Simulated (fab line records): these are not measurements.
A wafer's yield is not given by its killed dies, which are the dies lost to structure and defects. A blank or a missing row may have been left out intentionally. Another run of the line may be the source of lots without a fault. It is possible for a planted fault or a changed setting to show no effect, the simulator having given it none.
Which tool is to blame? + flow gf180mcu + 21 wafers from 7 lots sampled at 3 of the route's 602 steps

== WHAT THE GAUGES SHOWED, per wafer ==
GF_TOP_METAL_CD_MEAS_14: the cd target is 440 nm.
| lot  | measured     | on       | cdNm (nm)         |
|------|--------------|----------|-------------------|
| L233 | day 28 06:32 | cdSem-02 | 443.8 443.2 441.7 |
| L236 | day 29 10:07 | cdSem-02 | 443.0 439.2 442.7 |
| L241 | day 30 22:26 | cdSem-02 | 438.5 439.9 438.5 |
| L243 | day 31 10:35 | cdSem-02 | 438.9 438.5 439.5 |
| L251 | day 33 09:29 | cdSem-01 | 442.5 443.1 442.0 |
| L253 | day 33 21:34 | cdSem-01 | 439.5 440.9 438.5 |
| L255 | day 34 03:23 | cdSem-01 | 438.6 439.4 440.4 |

== WHAT TOOL EACH LOT RAN ON (gives the tool, then ch and the chambers of the sampled wafers, and finally the start) ==
| lot  | GF_V5_SPUTTER_22            | GF_TOP_METAL_SPUTTER_04     |
|------|-----------------------------|-----------------------------|
| L233 | pvdSputter-01, day 27 10:59 | pvdSputter-03, day 27 11:49 |
| L236 | pvdSputter-01, day 28 13:02 | pvdSputter-03, day 28 14:53 |
| L241 | pvdSputter-04, day 30 03:36 | pvdSputter-03, day 30 04:25 |
| L243 | pvdSputter-04, day 30 15:13 | pvdSputter-04, day 30 16:03 |
| L251 | pvdSputter-01, day 32 16:56 | pvdSputter-02, day 32 18:03 |
| L253 | pvdSputter-04, day 33 05:55 | pvdSputter-03, day 33 06:44 |
| L255 | pvdSputter-04, day 33 11:08 | pvdSputter-04, day 33 11:57 |
- GF_V5_SPUTTER_22: material TiN, target thk 10 nm, time 40 s.
- GF_TOP_METAL_SPUTTER_04: material TiN, target thk 25 nm, time 20.8 s.

== THE ANSWER, worked out from the rows above alone ==
Rule: usual is defined by the lots themselves. Put in order of their means at a reading, lots are off if they are a third of the lots or fewer, leave a main group of 4 or more, and stand apart from it by a gap of 3 or more times the standard deviation of the main group's means; of several such gaps the widest counts. A main group whose means are all the same, to the digits that the tables above print for the reading, isn't used. Also off: a lot with no number at a reading for which 4 or more lots have one. All remaining lots with rows at the step are treated as sound.
No lot is off on any of the readings shown, so nothing can be concluded from this.

== WHAT THE SIMULATOR HAD INSERTED ==
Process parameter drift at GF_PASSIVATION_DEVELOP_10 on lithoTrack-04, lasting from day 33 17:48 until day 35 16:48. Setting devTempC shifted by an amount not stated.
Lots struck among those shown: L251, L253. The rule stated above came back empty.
